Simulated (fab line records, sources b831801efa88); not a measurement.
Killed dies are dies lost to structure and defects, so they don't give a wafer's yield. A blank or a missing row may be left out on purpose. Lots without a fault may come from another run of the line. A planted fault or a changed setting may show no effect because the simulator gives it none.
Which tool did it? | flow gf180mcu | 11 lots, 33 wafers sampled, at 6 steps of a route of 602

WHAT THE GAUGES READ, wafer by wafer
GF_NSD_OVL_MEAS_08.
lot  | measured     | on         | NSD_OVL (nm)
L800 | day 13 21:59 | overlay-01 | 1.0 1.2 0.1
L802 | day 14 05:17 | overlay-02 | 0.5 0.6 0.9
L803 | day 14 20:22 | overlay-01 | 0.1 0.3 0.2
L805 | day 15 16:49 | overlay-01 | -0.5 -1.9 -1.2
L806 | day 15 20:35 | overlay-01 | 1.4 3.1 0.7
L809 | day 16 18:50 | overlay-02 | 1.7 1.1 -0.4
L811 | day 17 07:35 | overlay-02 | -0.8 0.3 -1.1
L812 | day 17 20:50 | overlay-01 | -0.7 -0.2 0.5
L813 | day 18 05:27 | overlay-02 | -0.9 2.1 0.2
L821 | day 21 03:56 | overlay-01 | 0.9 0.2 0.3
L822 | day 21 07:38 | overlay-02 | 1.3 -0.4 0.9

GF_NSD_TW_MEAS_12.
lot  | measured     | on            | NSD_TW
L800 | day 13 22:26 | film_metro-02 | 4224 4250 4256
L802 | day 14 05:44 | film_metro-03 | 4270 4256 4253
L803 | day 14 20:48 | film_metro-02 | 4239 4268 4234
L805 | day 15 17:15 | film_metro-03 | 4233 4241 4255
L806 | day 15 21:02 | film_metro-04 | 4180 4185 4156
L809 | day 16 19:17 | film_metro-04 | 4150 4171 4206
L811 | day 17 08:02 | film_metro-03 | 4254 4266 4262
L812 | day 17 21:17 | film_metro-02 | 4532 4522 4530 4506 4532 4533
L813 | day 18 05:53 | film_metro-02 | 4495 4455 4484 4462 4485 4460
L821 | day 21 04:23 | film_metro-04 | 4194 4169 4220
L822 | day 21 08:05 | film_metro-04 | 4192 4179 4163

GF_PSD_RS_MEAS_14: measures by four-point-probe.
lot  | measured     | on            | NSD_RS (ohm/sq)
L800 | day 14 19:42 | film_metro-03 | 46.13 46.13 46.17
L802 | day 15 03:53 | film_metro-03 | 45.98 46.03 46.00
L803 | day 15 18:32 | film_metro-04 | 46.10 46.06 46.11
L805 | day 16 15:17 | film_metro-04 | 46.23 46.25 46.27
L806 | day 16 19:35 | film_metro-04 | 46.17 46.19 46.17
L809 | day 17 18:23 | film_metro-03 | 46.18 46.19 46.20
L811 | day 18 06:55 | film_metro-03 | 46.11 46.01 46.08
L812 | day 18 22:11 | film_metro-03 | 41.94 41.74 41.92 41.87 41.79 41.92
L813 | day 19 06:30 | film_metro-02 | 42.06 42.06 42.03 42.05 42.01 42.13
L821 | day 22 04:17 | film_metro-04 | 46.22 46.18 46.24
L822 | day 22 07:43 | film_metro-02 | 46.03 46.07 46.13

WHICH TOOL RAN EACH LOT (tool, then ch and the chambers of the sampled wafers, then the start)
lot  | GF_POLY_GATE_STRIP_14                | GF_NSD_IMPLANT_09               | GF_NSD_STRIP_11
L800 | plasma_asher-03 ch 1, day 9 11:17    | implanter-04 ch 0, day 13 22:02 | plasma_asher-03 ch 0,1, day 13 22:20
L802 | plasma_asher-02 ch 0,1, day 10 01:53 | implanter-02 ch 0, day 14 05:20 | plasma_asher-01 ch 0,1, day 14 05:38
L803 | plasma_asher-03 ch 0,1, day 10 08:19 | implanter-04 ch 0, day 14 20:26 | plasma_asher-03 ch 0,1, day 14 20:43
L805 | plasma_asher-02 ch 0,1, day 11 01:25 | implanter-02 ch 0, day 15 16:53 | plasma_asher-01 ch 0,1, day 15 17:10
L806 | plasma_asher-03 ch 0,1, day 11 06:09 | implanter-02 ch 0, day 15 20:38 | plasma_asher-03 ch 0,1, day 15 20:56
L809 | plasma_asher-02 ch 0,1, day 12 05:23 | implanter-03 ch 0, day 16 18:53 | plasma_asher-04 ch 0,1, day 16 19:11
L811 | plasma_asher-04 ch 0,1, day 12 17:35 | implanter-02 ch 0, day 17 07:38 | plasma_asher-03 ch 0,1, day 17 07:56
L812 | plasma_asher-02 ch 0,1, day 13 01:46 | implanter-02 ch 0, day 17 20:53 | plasma_asher-03 ch 0,1, day 17 21:11
L813 | plasma_asher-02 ch 0,1, day 13 04:57 | implanter-02 ch 0, day 18 05:30 | plasma_asher-04 ch 0,1, day 18 05:47
L821 | plasma_asher-02 ch 0,1, day 15 21:03 | implanter-04 ch 0, day 21 03:59 | plasma_asher-01 ch 0,1, day 21 04:17
L822 | plasma_asher-04 ch 0,1, day 16 01:54 | implanter-04 ch 0, day 21 07:41 | plasma_asher-03 ch 0,1, day 21 07:59
- GF_POLY_GATE_STRIP_14: strips in O2/N2.
- GF_NSD_IMPLANT_09
- GF_NSD_STRIP_11: strips in O2/N2.

WHAT THE TOOLS THEMSELVES READ (means of the sampled wafers that have a number; where no wafer has one, the mark that the record gives instead)
GF_POLY_GATE_STRIP_14.
lot  | tool            | drypump_motor_current_A (A) | heater_power_w (W) | oes_product_au (a.u.)
L800 | plasma_asher-03 | 5.5                         | 316                | 0.504
L802 | plasma_asher-02 | 5.7                         | 403                | 0.503
L803 | plasma_asher-03 | 5.5                         | 322                | 0.507
L805 | plasma_asher-02 | 5.7                         | 399                | 0.507
L806 | plasma_asher-03 | 5.5                         | 312                | 0.509
L809 | plasma_asher-02 | 5.7                         | 398                | 0.506
L811 | plasma_asher-04 | 6.5                         | 346                | 0.511
L812 | plasma_asher-02 | 5.7                         | 399                | 0.504
L813 | plasma_asher-02 | 5.7                         | 405                | 0.503
L821 | plasma_asher-02 | 5.7                         | 395                | 0.501
L822 | plasma_asher-04 | 6.5                         | 349                | 0.501

GF_NSD_IMPLANT_09.
lot  | tool         | beam_energy_keV
L800 | implanter-04 | 60.007
L802 | implanter-02 | 60.019
L803 | implanter-04 | 60.016
L805 | implanter-02 | 59.991
L806 | implanter-02 | 60.008
L809 | implanter-03 | 60.007
L811 | implanter-02 | 60.002
L812 | implanter-02 | 76.352
L813 | implanter-02 | 76.347
L821 | implanter-04 | 59.976
L822 | implanter-04 | 59.984

GF_NSD_STRIP_11.
lot  | tool            | drypump_motor_current_A (A) | heater_power_w (W) | oes_product_au (a.u.) | strip_time_to_endpoint_s (s)
L800 | plasma_asher-03 | 5.5                         | 316                | 0.488                 | 22.926
L802 | plasma_asher-01 | 6.5                         | 333                | 0.481                 | 22.929
L803 | plasma_asher-03 | 5.5                         | 316                | 0.486                 | 22.954
L805 | plasma_asher-01 | 6.5                         | 333                | 0.487                 | 22.934
L806 | plasma_asher-03 | 5.5                         | 321                | 0.487                 | 22.923
L809 | plasma_asher-04 | 6.5                         | 345                | 0.491                 | 22.931
L811 | plasma_asher-03 | 5.5                         | 320                | 0.486                 | 22.926
L812 | plasma_asher-03 | 5.5                         | 314                | 0.464                 | 25.216
L813 | plasma_asher-04 | 6.4                         | 344                | 0.466                 | 25.207
L821 | plasma_asher-01 | 6.5                         | 338                | 0.488                 | 22.945
L822 | plasma_asher-03 | 5.5                         | 315                | 0.483                 | 22.954

THE ANSWER, worked out from the rows above alone
Rule: what is usual is taken from the lots themselves. Put in order of their means at a reading, lots are off if they are a third of the lots or fewer, leave a main group of 4 or more, and stand apart from it by a gap of 3 or more times the standard deviation of the main group's means; of several such gaps the widest counts. A main group whose means are all the same, to the digits that the tables above print for the reading, isn't used. A lot without any number at a reading at which 4 lots or more have one is off too. The other lots that the step has rows for count as sound. The gauges are gone through in route order, then the tools' own readings, and for those a lot's mean is taken as printed above. The first step at which some lot is off is used, and at that step the reading that is off furthest; a lot without a number counts as furthest.
Off: L812, L813, at GF_NSD_TW_MEAS_12 (NSD_TW). The main group: mean 4219, standard deviation 36.
A tool fits if, at a process step before that reading, it ran every lot that is off, and no sound lot after the first of them. The gauges at GF_NSD_TW_MEAS_12 aren't tried: what is off there is off at GF_NSD_IMPLANT_09 too, on other tools, and a gauge's error can't cause that. One fits: implanter-02 at GF_NSD_IMPLANT_09. Its last sound lot is L811 (day 17 07:38), its first lot that is off L812 (day 17 20:53): a fault that began between those two fits.
The tool's own readings at GF_NSD_IMPLANT_09 bear it out: on the lots that are off they differ by more than 5 times the standard deviation of the sound lots' means. beam_energy_keV reads 76.350 there against 60.001 on the sound lots.

WHAT THE SIMULATOR HAD PUT IN
Process parameter drift: implanter-02, from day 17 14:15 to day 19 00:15, at GF_NSD_IMPLANT_09. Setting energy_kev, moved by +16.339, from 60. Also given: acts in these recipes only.
Lots struck among those shown: L812, L813. The rule above found the same.
